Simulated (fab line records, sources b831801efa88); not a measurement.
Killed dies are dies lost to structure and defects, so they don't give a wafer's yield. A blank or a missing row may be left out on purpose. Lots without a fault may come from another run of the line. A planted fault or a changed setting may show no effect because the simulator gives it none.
A struck lot beside a sound one | flow gf180mcu | 14 steps out of a route of 602
Sound: wafers L822.1, L822.2, L822.3. Struck: wafers L813.1, L813.2, L813.5. The cause comes at the end.
At each step with rows: each side's tool, then ch and its chambers, then its first start. Under that, the readings that differ: sound wafers | struck wafers | difference of the means | sigmas: that difference in standard deviations of wafers without a fault.
alike: readings whose means differ by less than 2 such deviations, and words and numbers that are the same on both sides. not compared: withheld readings, readings that some wafer has no value for, bounds like >300 that may hide the same value, and numbers for which the record gives no deviation and whose values overlap.
The two part at a step that has a row with sigmas, a row that says differs or no value, or rows on one side only. Numbers that don't overlap but have no deviation are shown without sigmas and don't part them. A reading that every wafer of one side lacks parts them only if that side has two wafers or more.

first, 1 step without rows for these wafers: GF_STI_DEVELOP_11 (develop time 60 s).
GF_STI_CD_MEAS_12: target cd 220 nm.
  sound on cd_sem-02, day 5 17:28; struck on cd_sem-02, day 3 18:46
  alike: cd_nm
GF_STI_ETCH_13: etches the open film in CHF3/O2, stops on Si, target depth 282.31 nm, time 112.9 s.
  sound on rie_diel-04 ch 0,1,2, day 5 17:35; struck on rie_diel-03 ch 0,1,2, day 3 18:53
  reading               | sound             | struck            | difference | sigmas
  oes_product_au (a.u.) | 0.840 0.838 0.850 | 0.833 0.830 0.825 | -0.013     | -2
  alike: chamber_pressure_mTorr, drypump_motor_current_A, throttle_valve_pct
  not compared: rf_hours_counter_h
GF_STI_ETCH_14: etches Si in HBr/Cl2/O2, target depth 360 nm, time 102.9 s.
  sound on rie_si-01 ch 0,1,3, day 5 17:40; struck on rie_si-02 ch 1,2,3, day 3 18:58
  alike: chamber_pressure_mTorr, drypump_motor_current_A, he_backside_leak_sccm, oes_product_au, throttle_valve_pct
  not compared: rf_hours_counter_h
GF_STI_STRIP_15: strips in O2/N2.
  sound on plasma_asher-01 ch 0,1, day 5 17:45; struck on plasma_asher-03 ch 0,1, day 3 19:03
  alike: chamber_pressure_mTorr, drypump_motor_current_A, heater_power_w, oes_product_au, strip_time_to_endpoint_s
  not compared: rf_hours_counter_h
then, 6 steps without rows for these wafers: GF_STI_CLEAN_16 (cleans in dHF, time 25 s); GF_STI_WET_ETCH_17 (etches Si3N4 in H3PO4, target depth 45 nm, time 514 s); GF_STI_CLEAN_18 (cleans in SC1/SC2, time 150 s); GF_STI_CLEAN_19 (cleans in dHF, time 20 s); GF_STI_WET_ETCH_20 (etches SiO2 in dHF, target depth 20 nm, time 400 s); GF_STI_OXIDATION_21 (stabilise 600 s, purge 300 s, target thk 15 nm).
GF_STI_THK_MEAS_22:
  sound on film_metro-01, day 5 19:19; struck on film_metro-01, day 3 21:22
  alike: STI_OXIDATION_01_THK
GF_STI_CVD_23: deposits SiO2, target thk 650 nm, time 108.3 s.
  sound on hdpcvd-01 ch 0,1,2, day 5 19:23; struck on hdpcvd-01 ch 0,1,2, day 3 21:26
  no value came back on the struck wafers for pressure_mtorr (mTorr), run_length_s (s); on the sound wafers pressure_mtorr (mTorr) reads 5.995 5.980 6.005
GF_PASSIVATION_PROBE_99:
  the record has rows for the sound wafers here (prober-01, day 33 23:26) and none for the struck ones

WHERE THEY PART
First at GF_STI_ETCH_13; last, within this record, at GF_PASSIVATION_PROBE_99.

WHY: what the simulator had put in
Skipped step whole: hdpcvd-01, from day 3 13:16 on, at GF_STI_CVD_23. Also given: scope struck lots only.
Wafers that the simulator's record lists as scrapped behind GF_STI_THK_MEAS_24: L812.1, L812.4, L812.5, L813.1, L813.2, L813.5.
